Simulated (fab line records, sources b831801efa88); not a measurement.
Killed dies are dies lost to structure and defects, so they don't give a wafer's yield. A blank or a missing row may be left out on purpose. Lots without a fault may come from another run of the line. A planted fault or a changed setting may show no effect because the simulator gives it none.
One fault seen from 2 desks | flow sky130 | each desk has only its own numbers; what lay behind them comes last

THE TOOL OWNER'S DESK: hdpcvd-01
The tool's own readings at SKY_VIA2_HDPCVD_00 (deposits SiO2, target thk 1180 nm, time 196.7 s): means of the sampled wafers that have a number, for each lot that ran on this tool. A lot is out of limits, marked OUT, if its mean lies more than 4 standard deviations from the usual mean; the brackets give that distance.
Columns: A = run_length_s at SKY_VIA2_HDPCVD_00, usual 224.6 s
lot  | first seen here | A
L121 | day 36 00:15    | 267.9 (+88) OUT
L123 | day 37 01:05    | 268.1 (+89) OUT
L135 | day 40 04:37    | 224.6
L137 | day 41 00:05    | 224.5
L138 | day 41 03:23    | 224.5
L139 | day 41 11:19    | 225.0
L141 | day 41 22:53    | 224.7
L142 | day 42 04:02    | 224.5
This desk's finding: out of limits on L121, L123; first on L121, day 36 00:15 (run_length_s at SKY_VIA2_HDPCVD_00). In limits: L135, L137, L138, L139, L141, L142.

THE METROLOGY DESK
What the gauges read, lot by lot, whatever tool the lot ran on: means of the sampled wafers that have a number. A lot is out of limits, marked OUT, if its mean lies more than 4 standard deviations from the usual mean; the brackets give that distance.
Columns: A = VIA1_W_RS at SKY_VIA1_RS_MEAS_22, usual 0.428 ohm/sq; B = VIA1_W_THK at SKY_VIA1_THK_MEAS_23, usual 263.5 nm; C = METAL2_ALCU_RS at SKY_METAL2_RS_MEAS_05, usual 0.1270 ohm/sq; D = VIA2_HDPCVD_THK at SKY_VIA2_THK_MEAS_01, usual 1177 nm
lot  | first seen here | A     | B     | C      | D
L121 | day 34 20:17    | 0.427 | 263.3 | 0.1265 | 1428 (+25) OUT
L122 | day 35 06:26    | 0.422 | 266.5 | 0.1269 | 1161
L123 | day 35 21:14    | 0.429 | 262.1 | 0.1264 | 1447 (+27) OUT
L131 | day 38 05:23    | 0.425 | 264.8 | 0.1260 | 1173
L132 | day 38 10:52    | 0.425 | 262.5 | 0.1282 | 1172
L135 | day 39 02:02    | 0.432 | 262.7 | 0.1263 | 1173
L136 | day 39 09:11    | 0.428 | 264.8 | 0.1271 | 1180
L137 | day 39 21:48    | 0.426 | 264.6 | 0.1290 | 1170
L138 | day 40 00:46    | 0.431 | 258.2 | 0.1262 | 1171
L139 | day 40 08:34    | 0.430 | 258.2 | 0.1278 | 1176
L141 | day 40 20:05    | 0.430 | 262.9 | 0.1273 | 1190
L142 | day 41 02:05    | 0.432 | 263.4 | 0.1281 | 1187
This desk's finding: out of limits on L121, L123; first on L121, day 36 00:24 (VIA2_HDPCVD_THK at SKY_VIA2_THK_MEAS_01). In limits: L122, L131, L132, L135, L136, L137, L138, L139, L141, L142.

PUT TOGETHER
The tool owner's desk could have raised an alarm at day 36 00:15, on L121, L123.
The metrology desk could have raised an alarm at day 36 00:24, on L121, L123.
Of the lots named, all ran SKY_VIA2_HDPCVD_00 on hdpcvd-01.

WHAT THE SIMULATOR HAD PUT IN
Process parameter drift: hdpcvd-01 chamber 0, from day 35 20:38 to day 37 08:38, at SKY_VIA2_HDPCVD_00. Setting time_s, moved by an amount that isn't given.
Lots struck among those shown: L121, L123.
Hours from the fault's start to each desk's first reading out of limits: the tool owner's desk, 4; the metrology desk, 4.
